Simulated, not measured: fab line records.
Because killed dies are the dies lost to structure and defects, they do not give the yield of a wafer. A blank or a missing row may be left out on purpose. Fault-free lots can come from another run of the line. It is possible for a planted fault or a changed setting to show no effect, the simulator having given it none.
The tool behind it: which one?	flow gf180mcu	30 wafers from 10 lots sampled at 7 of the route's 602 steps

WHAT EACH GAUGE READ, for each wafer
GF_HV_LDD_CD_MEAS_46: target cd 400 nm.
lot	measured	on	cdNm (nm)
L974	day 13 07:14	cdSem-02	399.6 400.0 397.0
L977	day 13 15:32	cdSem-01	395.0 396.5 397.8
L982	day 15 00:49	cdSem-02	398.6 400.0 398.3
L983	day 15 05:47	cdSem-02	398.6 397.7 396.5
L986	day 16 11:08	cdSem-02	395.3 396.2 396.9
L988	day 17 04:35	cdSem-02	397.6 399.5 398.4
L989	day 17 16:35	cdSem-02	402.1 403.7 402.3
L990	day 17 21:22	cdSem-01	401.9 400.7 398.2
L991	day 18 10:04	cdSem-02	399.8 399.6 398.4
L993	day 18 21:43	cdSem-02	400.6 399.5 400.5

GF_NSD_TW_MEAS_12.
lot	measured	on	NSD_TW
L974	day 14 00:40	filmMetro-01	4276 4309 4293
L977	day 14 17:52	filmMetro-01	4252 4299 4299
L982	day 16 02:19	filmMetro-01	4304 4317 4298
L983	day 16 08:13	filmMetro-03	4216 4228 4205
L986	day 17 15:01	filmMetro-01	4258 4305 4258
L988	day 18 08:05	filmMetro-01	4364 4360 4358
L989	day 18 21:05	filmMetro-01	4364 4363 4369 4390 4372 4366
L990	day 19 00:46	filmMetro-02	4310 4314 4326
L991	day 19 13:10	filmMetro-02	4237 4230 4245
L993	day 20 00:11	filmMetro-01	4273 4274 4290

GF_PSD_RS_MEAS_14: measurement is done with a four-point probe.
lot	measured	on	NSD_RS (ohm/sq)
L974	day 14 21:35	filmMetro-03	46.20 46.06 46.16
L977	day 15 15:27	filmMetro-01	46.10 46.12 46.25
L982	day 17 01:19	filmMetro-01	46.10 46.22 46.14
L983	day 17 06:41	filmMetro-03	46.01 46.08 46.13
L986	day 18 16:07	filmMetro-02	46.15 46.21 46.27
L988	day 19 08:47	filmMetro-03	44.30 44.31 44.23 44.34 44.23 44.27
L989	day 19 20:47	filmMetro-03	44.34 44.30 44.37 44.37 44.40 44.33
L990	day 19 23:43	filmMetro-02	44.39 44.48 44.41 44.34 44.39 44.48
L991	day 20 10:02	filmMetro-03	46.17 46.12 46.12
L993	day 21 00:16	filmMetro-02	46.07 46.09 46.17

GF_SAB_THK_MEAS_01.
lot	measured	on	SAB_CVD_00_THK (nm)
L974	day 14 21:50	filmMetro-04	48.7 50.5 50.1
L977	day 15 15:42	filmMetro-03	50.5 49.8 50.6
L982	day 17 01:34	filmMetro-04	49.8 49.4 49.8
L983	day 17 06:56	filmMetro-04	48.9 48.8 49.1
L986	day 18 16:22	filmMetro-04	49.2 50.2 49.7
L988	day 19 10:24	filmMetro-04	49.7 49.6 49.6
L989	day 20 02:17	filmMetro-04	50.6 50.4 50.5
L990	day 20 05:56	filmMetro-01	49.9 49.6 50.5
L991	day 20 10:18	filmMetro-04	50.0 50.4 51.0
L993	day 21 00:32	filmMetro-04	48.5 48.8 49.1

WHAT TOOL EACH LOT RAN ON (gives the tool, then ch and the chambers of the sampled wafers, and finally the start)
lot	GF_HV_LDD_STRIP_10	GF_NSD_IMPLANT_09	GF_NSD_STRIP_11
L974	plasmaAsher-04 ch 0,1, day 11 03:10	implanter-04 ch 0, day 14 00:16	plasmaAsher-02 ch 0,1, day 14 00:33
L977	plasmaAsher-02 ch 0,1, day 11 16:47	implanter-04 ch 0, day 14 17:29	plasmaAsher-04 ch 0,1, day 14 17:46
L982	plasmaAsher-02 ch 0,1, day 13 00:28	implanter-03 ch 0, day 16 01:55	plasmaAsher-04 ch 0,1, day 16 02:12
L983	plasmaAsher-02 ch 0,1, day 13 03:34	implanter-02 ch 0, day 16 07:49	plasmaAsher-04 ch 0,1, day 16 08:06
L986	plasmaAsher-01 ch 0,1, day 13 18:49	implanter-03 ch 0, day 17 14:37	plasmaAsher-04 ch 0,1, day 17 14:54
L988	plasmaAsher-01 ch 0,1, day 14 10:13	implanter-03 ch 0, day 18 07:43	plasmaAsher-02 ch 0,1, day 18 07:59
L989	plasmaAsher-01 ch 0,1, day 14 21:27	implanter-03 ch 0, day 18 20:43	plasmaAsher-04 ch 0,1, day 18 20:59
L990	plasmaAsher-04 ch 0,1, day 15 02:19	implanter-03 ch 0, day 19 00:22	plasmaAsher-04 ch 0,1, day 19 00:39
L991	plasmaAsher-02 ch 0,1, day 15 13:53	implanter-04 ch 0, day 19 12:46	plasmaAsher-02 ch 0,1, day 19 13:04
L993	plasmaAsher-04 ch 0,1, day 15 22:02	implanter-02 ch 0, day 19 23:47	plasmaAsher-03 ch 0,1, day 20 00:05
- GF_HV_LDD_STRIP_10: strips in O2/N2.
- GF_NSD_IMPLANT_09
- GF_NSD_STRIP_11: strips in O2/N2.

AS READ BY THE TOOLS THEMSELVES (means over the sampled wafers that have a number; for cases with no such wafer, the mark the record gives instead)
GF_HV_LDD_STRIP_10.
lot	tool	drypumpMotorCurrentA (A)	heaterPowerW (W)	n2FlowSccm (sccm)	oesProductAu (a.u.)	stripTimeToEndpointS (s)
L974	plasmaAsher-04	5.7	330	299.9	0.718	12.644
L977	plasmaAsher-02	6.0	333	299.3	0.711	12.620
L982	plasmaAsher-02	5.8	335	300.3	0.716	12.593
L983	plasmaAsher-02	5.7	328	299.8	0.715	12.653
L986	plasmaAsher-01	5.6	326	300.7	0.721	12.631
L988	plasmaAsher-01	5.6	326	300.1	0.719	12.635
L989	plasmaAsher-01	5.7	362	299.6	0.716	12.668
L990	plasmaAsher-04	5.6	320	299.9	0.714	12.686
L991	plasmaAsher-02	5.7	332	299.7	0.713	12.620
L993	plasmaAsher-04	5.6	323	300.8	0.710	12.630

GF_NSD_IMPLANT_09.
lot	tool	beamEnergyKeV	beamOnS (s)
L974	implanter-04	59.986	20.0
L977	implanter-04	59.992	20.1
L982	implanter-03	60.009	21.3
L983	implanter-02	60.000	16.5
L986	implanter-03	60.011	21.1
L988	implanter-03	66.167	21.5
L989	implanter-03	66.154	21.2
L990	implanter-03	66.102	21.0
L991	implanter-04	60.014	20.3
L993	implanter-02	60.006	15.9

GF_NSD_STRIP_11.
lot	tool	drypumpMotorCurrentA (A)	heaterPowerW (W)	n2FlowSccm (sccm)	oesProductAu (a.u.)	stripTimeToEndpointS (s)
L974	plasmaAsher-02	5.97	332	300.2	0.485	22.74
L977	plasmaAsher-04	5.58	319	300.7	0.490	22.83
L982	plasmaAsher-04	5.70	327	300.1	0.483	22.84
L983	plasmaAsher-04	5.59	324	299.4	0.483	22.81
L986	plasmaAsher-04	5.57	320	300.9	0.486	22.84
L988	plasmaAsher-02	5.72	331	300.5	0.475	23.61
L989	plasmaAsher-04	5.60	323	300.1	0.477	23.63
L990	plasmaAsher-04	5.70	327	299.7	0.476	23.63
L991	plasmaAsher-02	5.72	341	300.8	0.482	22.82
L993	plasmaAsher-03	5.94	309	300.3	0.486	22.77

THE ANSWER, worked out from the rows above alone
Rule: the usual values come from the lots themselves. The widest of any qualifying gaps counts: lots, ordered by their means at a reading, are off when they make up no more than a third of the lots, leave a main group of 4 or more, and stand apart from it by 3 or more times the standard deviation of that group's means. Not used: any main group whose means are identical at the precision the tables above print for the reading. A lot without any number at a reading at which 4 lots or more have one is off too. The other lots that the step has rows for count as sound. First the gauges in route order, then the tools' own readings, where a lot's mean is used as printed above. The first step at which some lot is off is used, and at that step the reading that is off furthest; a lot without a number counts as furthest.
Off: L988, L989, L990, seen at GF_PSD_RS_MEAS_14 (NSD_RS). The main group has a mean of 46.14 ohm/sq with a standard deviation of 0.039.
If a tool, at a process step before that reading, ran all the lots that are off and no sound lot after the first of them, it fits. The gauges at GF_PSD_RS_MEAS_14 aren't tried: what is off there is off at GF_NSD_IMPLANT_09 too, on other tools, and a gauge's error can't cause that. One fits: GF_NSD_IMPLANT_09 on implanter-03. Its last sound lot is L986 (day 17 14:37), its first lot that is off L988 (day 18 07:43): a fault that began between those two fits.
The tool's own readings at GF_NSD_IMPLANT_09 bear it out: on the lots that are off they differ by more than 5 times the standard deviation of the sound lots' means. beamEnergyKeV reads 66.141 there against 60.003 on the sound lots.

WHAT THE SIMULATOR PUT IN
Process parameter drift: implanter-03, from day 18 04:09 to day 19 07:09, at GF_NSD_IMPLANT_09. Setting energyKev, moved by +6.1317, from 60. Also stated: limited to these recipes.
Shown lots that were struck: L988, L989, L990. The rule above reached the same finding.
